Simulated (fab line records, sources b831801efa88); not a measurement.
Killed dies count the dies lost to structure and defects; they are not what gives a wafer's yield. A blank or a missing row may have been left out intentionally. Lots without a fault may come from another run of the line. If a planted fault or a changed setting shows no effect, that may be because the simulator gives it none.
Which tool is to blame? :: flow gf180mcu :: Sampling: 14 lots, 42 wafers, 4 of 602 route steps

WHAT THE GAUGES SHOWED, per wafer
GF_POLY_GATE_OVL_MEAS_11.
lot: L977
measured: day 9 04:53
on: overlay-01
POLY_GATE_OVL (nm): -4 0 1

lot: L978
measured: day 9 10:06
on: overlay-02
POLY_GATE_OVL (nm): 2 8 7

lot: L979
measured: day 9 20:41
on: overlay-01
POLY_GATE_OVL (nm): -1 4 6

lot: L981
measured: day 10 09:26
on: overlay-02
POLY_GATE_OVL (nm): -8 -1 -11

lot: L982
measured: day 10 17:03
on: overlay-02
POLY_GATE_OVL (nm): 2 -7 -9

lot: L984
measured: day 11 08:11
on: overlay-01
POLY_GATE_OVL (nm): -1 4 -4

lot: L985
measured: day 11 13:58
on: overlay-01
POLY_GATE_OVL (nm): -6 -5 -5

lot: L986
measured: day 11 18:35
on: overlay-02
POLY_GATE_OVL (nm): 6 5 7

lot: L987
measured: day 12 07:20
on: overlay-02
POLY_GATE_OVL (nm): 4 7 4

lot: L988
measured: day 12 13:27
on: overlay-02
POLY_GATE_OVL (nm): -1 1 1

lot: L989
measured: day 12 18:47
on: overlay-01
POLY_GATE_OVL (nm): -3 -10 0

lot: L995
measured: day 14 13:11
on: overlay-01
POLY_GATE_OVL (nm): 1 9 2

lot: L996
measured: day 14 20:21
on: overlay-01
POLY_GATE_OVL (nm): 10 13 5

lot: L999
measured: day 15 17:04
on: overlay-02
POLY_GATE_OVL (nm): 3 7 3

GF_CONTACT_THK_MEAS_01.
lot: L977
measured: day 15 02:51
on: film_metro-04
CONTACT_CVD_00_THK (nm): 303 303 305

lot: L978
measured: day 15 08:59
on: film_metro-03
CONTACT_CVD_00_THK (nm): 297 299 300

lot: L979
measured: day 15 23:32
on: film_metro-03
CONTACT_CVD_00_THK (nm): 301 303 304

lot: L981
measured: day 16 14:13
on: film_metro-04
CONTACT_CVD_00_THK (nm): 298 299 294

lot: L982
measured: day 17 00:35
on: film_metro-03
CONTACT_CVD_00_THK (nm): 303 300 301

lot: L984
measured: day 17 21:19
on: film_metro-04
CONTACT_CVD_00_THK (nm): 303 298 304

lot: L985
measured: day 18 00:02
on: film_metro-01
CONTACT_CVD_00_THK (nm): 301 300 300

lot: L986
measured: day 18 06:30
on: film_metro-01
CONTACT_CVD_00_THK (nm): 303 303 301

lot: L987
measured: day 18 22:40
on: film_metro-01
CONTACT_CVD_00_THK (nm): 299 304 301

lot: L988
measured: day 19 06:59
on: film_metro-04
CONTACT_CVD_00_THK (nm): 302 300 303

lot: L989
measured: day 19 13:33
on: film_metro-03
CONTACT_CVD_00_THK (nm): 296 293 297

lot: L995
measured: day 21 15:00
on: film_metro-01
CONTACT_CVD_00_THK (nm): 302 302 303

lot: L996
measured: day 21 22:22
on: film_metro-03
CONTACT_CVD_00_THK (nm): 297 294 303

lot: L999
measured: day 22 21:32
on: film_metro-04
CONTACT_CVD_00_THK (nm): 307 300 303

EACH LOT AND THE TOOL THAT RAN IT (in order: tool; ch and the chambers of the sampled wafers; start)
lot: L977
GF_PSD_SOFTBAKE_03: litho_track-03 ch 0, day 13 18:06
GF_PSD_RTA_13: rtp_anneal-01 ch 0, day 14 04:55

lot: L978
GF_PSD_SOFTBAKE_03: litho_track-03 ch 0, day 14 00:40
GF_PSD_RTA_13: rtp_anneal-02 ch 0, day 14 11:14

lot: L979
GF_PSD_SOFTBAKE_03: litho_track-04 ch 0, day 14 13:33
GF_PSD_RTA_13: rtp_anneal-01 ch 0, day 15 00:51

lot: L981
GF_PSD_SOFTBAKE_03: litho_track-04 ch 0, day 15 03:50
GF_PSD_RTA_13: rtp_anneal-02 ch 0, day 15 14:54

lot: L982
GF_PSD_SOFTBAKE_03: litho_track-01 ch 0, day 15 12:45
GF_PSD_RTA_13: rtp_anneal-02 ch 0, day 16 00:25

lot: L984
GF_PSD_SOFTBAKE_03: litho_track-01 ch 0, day 16 08:55
GF_PSD_RTA_13: rtp_anneal-02 ch 0, day 16 20:59

lot: L985
GF_PSD_SOFTBAKE_03: litho_track-04 ch 0, day 16 11:37
GF_PSD_RTA_13: rtp_anneal-01 ch 0, day 16 23:25

lot: L986
GF_PSD_SOFTBAKE_03: litho_track-04 ch 0, day 16 17:24
GF_PSD_RTA_13: rtp_anneal-02 ch 0, day 17 05:46

lot: L987
GF_PSD_SOFTBAKE_03: litho_track-01 ch 0, day 17 09:45
GF_PSD_RTA_13: rtp_anneal-02 ch 0, day 17 22:10

lot: L988
GF_PSD_SOFTBAKE_03: litho_track-01 ch 0, day 17 16:36
GF_PSD_RTA_13: rtp_anneal-02 ch 0, day 18 05:25

lot: L989
GF_PSD_SOFTBAKE_03: litho_track-01 ch 0, day 17 23:51
GF_PSD_RTA_13: rtp_anneal-02 ch 0, day 18 11:58

lot: L995
GF_PSD_SOFTBAKE_03: litho_track-04 ch 0, day 20 01:18
GF_PSD_RTA_13: rtp_anneal-02 ch 0, day 20 13:52

lot: L996
GF_PSD_SOFTBAKE_03: litho_track-04 ch 0, day 20 09:01
GF_PSD_RTA_13: rtp_anneal-02 ch 0, day 20 21:07

lot: L999
GF_PSD_SOFTBAKE_03: litho_track-01 ch 0, day 21 09:25
GF_PSD_RTA_13: rtp_anneal-02 ch 0, day 21 21:35
- GF_PSD_SOFTBAKE_03: time 60 s.
- GF_PSD_RTA_13: time 20 s.

AS READ BY THE TOOLS THEMSELVES (means over the sampled wafers that have a number; for cases with no such wafer, the mark the record gives instead)
GF_PSD_SOFTBAKE_03.
lot: L977
tool: litho_track-03
chill_plate_temp_C (C): 23.03
heater_power_total_W (W): 56.58
run_length_s (s): 89.02

lot: L978
tool: litho_track-03
chill_plate_temp_C (C): 23.04
heater_power_total_W (W): 56.56
run_length_s (s): 89.06

lot: L979
tool: litho_track-04
chill_plate_temp_C (C): 22.89
heater_power_total_W (W): 56.61
run_length_s (s): 88.78

lot: L981
tool: litho_track-04
chill_plate_temp_C (C): 23.09
heater_power_total_W (W): 56.62
run_length_s (s): 88.86

lot: L982
tool: litho_track-01
chill_plate_temp_C (C): 22.89
heater_power_total_W (W): 56.63
run_length_s (s): 89.15

lot: L984
tool: litho_track-01
chill_plate_temp_C (C): 23.12
heater_power_total_W (W): 56.58
run_length_s (s): 89.04

lot: L985
tool: litho_track-04
chill_plate_temp_C (C): 23.11
heater_power_total_W (W): 56.58
run_length_s (s): 88.85

lot: L986
tool: litho_track-04
chill_plate_temp_C (C): 23.01
heater_power_total_W (W): 56.56
run_length_s (s): 88.86

lot: L987
tool: litho_track-01
chill_plate_temp_C (C): 22.91
heater_power_total_W (W): 56.63
run_length_s (s): 89.19

lot: L988
tool: litho_track-01
chill_plate_temp_C (C): 23.12
heater_power_total_W (W): 56.59
run_length_s (s): 89.11

lot: L989
tool: litho_track-01
chill_plate_temp_C (C): 22.98
heater_power_total_W (W): 56.58
run_length_s (s): 88.99

lot: L995
tool: litho_track-04
chill_plate_temp_C (C): 23.06
heater_power_total_W (W): 60.02
run_length_s (s): 79.40

lot: L996
tool: litho_track-04
chill_plate_temp_C (C): 23.00
heater_power_total_W (W): 60.06
run_length_s (s): 79.53

lot: L999
tool: litho_track-01
chill_plate_temp_C (C): 23.17
heater_power_total_W (W): 56.60
run_length_s (s): 89.09

GF_PSD_RTA_13.
lot: L977
tool: rtp_anneal-01
lamp_power_pct (%): 32.3
wafer_temp_C_max: 1029.0

lot: L978
tool: rtp_anneal-02
lamp_power_pct (%): 30.5
wafer_temp_C_max: 1028.3

lot: L979
tool: rtp_anneal-01
lamp_power_pct (%): 32.3
wafer_temp_C_max: 1028.7

lot: L981
tool: rtp_anneal-02
lamp_power_pct (%): 30.6
wafer_temp_C_max: 1028.6

lot: L982
tool: rtp_anneal-02
lamp_power_pct (%): 30.5
wafer_temp_C_max: 1028.4

lot: L984
tool: rtp_anneal-02
lamp_power_pct (%): 30.6
wafer_temp_C_max: 1029.5

lot: L985
tool: rtp_anneal-01
lamp_power_pct (%): 32.3
wafer_temp_C_max: 1028.6

lot: L986
tool: rtp_anneal-02
lamp_power_pct (%): 30.6
wafer_temp_C_max: 1030.2

lot: L987
tool: rtp_anneal-02
lamp_power_pct (%): 30.5
wafer_temp_C_max: 1028.7

lot: L988
tool: rtp_anneal-02
lamp_power_pct (%): 30.6
wafer_temp_C_max: 1028.9

lot: L989
tool: rtp_anneal-02
lamp_power_pct (%): 30.6
wafer_temp_C_max: 1029.3

lot: L995
tool: rtp_anneal-02
lamp_power_pct (%): 30.6
wafer_temp_C_max: 1028.5

lot: L996
tool: rtp_anneal-02
lamp_power_pct (%): 30.6
wafer_temp_C_max: 1028.8

lot: L999
tool: rtp_anneal-02
lamp_power_pct (%): 30.6
wafer_temp_C_max: 1028.4

THE ANSWER, worked out from the rows above alone
Rule: the lots themselves supply what counts as usual. Put in order of their means at a reading, lots are off if they are a third of the lots or fewer, leave a main group of 4 or more, and stand apart from it by a gap of 3 or more times the standard deviation of the main group's means; of several such gaps the widest counts. If all means in a main group match to the digits the tables above print for the reading, that group is not used. A lot without any number at a reading at which 4 lots or more have one is off too. Any other lot the step has rows for is counted as sound. The gauges are gone through in route order, then the tools' own readings, and for those a lot's mean is taken as printed above. At the first step where some lot is off, the reading lying furthest off is the one used; lots without a number count as furthest.
Off: L995, L996 (GF_PSD_SOFTBAKE_03, heater_power_total_W). The main group: mean 56.59 W, standard deviation 0.024.
If a tool, at that step or one of the process steps before it, ran each lot that is off and ran no sound lot following the first of them, it fits. One fits: GF_PSD_SOFTBAKE_03 on litho_track-04. A fault onset in the window from L986 (day 16 17:24, its last sound lot) to L995 (day 20 01:18, its first lot off) fits.
The tool's own readings at GF_PSD_SOFTBAKE_03 bear it out: on the lots that are off they differ by more than 5 times the standard deviation of the sound lots' means. heater_power_total_W reads 60.04 W there against 56.59 W on the sound lots; run_length_s reads 79.47 s there against 89.00 s on the sound lots.

WHAT THE SIMULATOR PUT IN
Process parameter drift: litho_track-04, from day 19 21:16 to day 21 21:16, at GF_PSD_SOFTBAKE_03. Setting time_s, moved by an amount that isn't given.
Lots struck among those shown: L995, L996. The rule given above showed the same thing.
